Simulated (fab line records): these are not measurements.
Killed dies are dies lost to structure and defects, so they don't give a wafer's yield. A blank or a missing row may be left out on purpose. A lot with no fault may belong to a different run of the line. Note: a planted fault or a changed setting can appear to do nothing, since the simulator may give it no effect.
Chamber matching -- flow sky130 -- SKY_LI_CONTACT_CMP_02 on cmp-01: 4 sister chambers
The step polishes PSG. 14 wafers are shown with their chamber, then 7 later ones without.

## WAFERS WITH THEIR CHAMBER
wafer,chamber,motorCurrentA (A),timeToEndpointS (s)
L257.4,3,13.0,36.4
L257.5,2,13.4,36.2
L257.6,1,12.2,32.2
L261.4,1,13.4,32.8
L261.5,0,15.2,30.8
L261.6,1,12.8,33.0
L271.2,2,12.7,37.1
L271.5,1,12.5,31.5
L271.6,0,14.5,30.3
L273.2,2,13.7,34.4
L273.3,0,15.3,32.7
L273.5,2,13.1,35.1
L275.2,0,15.0,31.8
L275.3,3,13.4,34.5

SIGNATURES, as means of the wafers listed above
reading,chamber 0,chamber 1,chamber 2,chamber 3,scatter within a chamber
motorCurrentA,15.000,12.725,13.225,13.200,0.424
timeToEndpointS,31.400,32.375,35.700,35.450,1.04
Rule: a wafer's distance from a chamber is the root of the sum, over the readings, of the square of ((its reading less the chamber's mean) divided by the reading's scatter). The wafer belongs to the nearest chamber; if the next one is less than 2 further off, it can't be placed. The scatter: the root of (the sum of the squares of (reading less its chamber's mean) over the shown wafers, divided by (wafers less chambers)).

## WAFERS WITHOUT THEIR CHAMBER
wafer,motorCurrentA (A),timeToEndpointS (s)
L275.6,12.8,35.2
L277.1,12.9,33.7
L277.5,13.7,32.2
L277.6,12.8,32.4
L279.1,13.3,33.3
L279.4,14.5,31.1
L279.5,14.2,29.9

## EACH ONE'S CHAMBER
wafer,from the rows above,in truth
L275.6,can't be placed: 3 or 2 or 1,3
L277.1,can't be placed: 1 or 3 or 2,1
L277.5,can't be placed: 1 or 0 or 3 or 2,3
L277.6,1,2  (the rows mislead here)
L279.1,can't be placed: 1 or 3 or 2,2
L279.4,0,0
L279.5,can't be placed: 0 or 1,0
Correctly placed: 1 of 7. These rows do not allow placing 5 (true chamber among the candidates in 5). Number placed wrongly: 1.
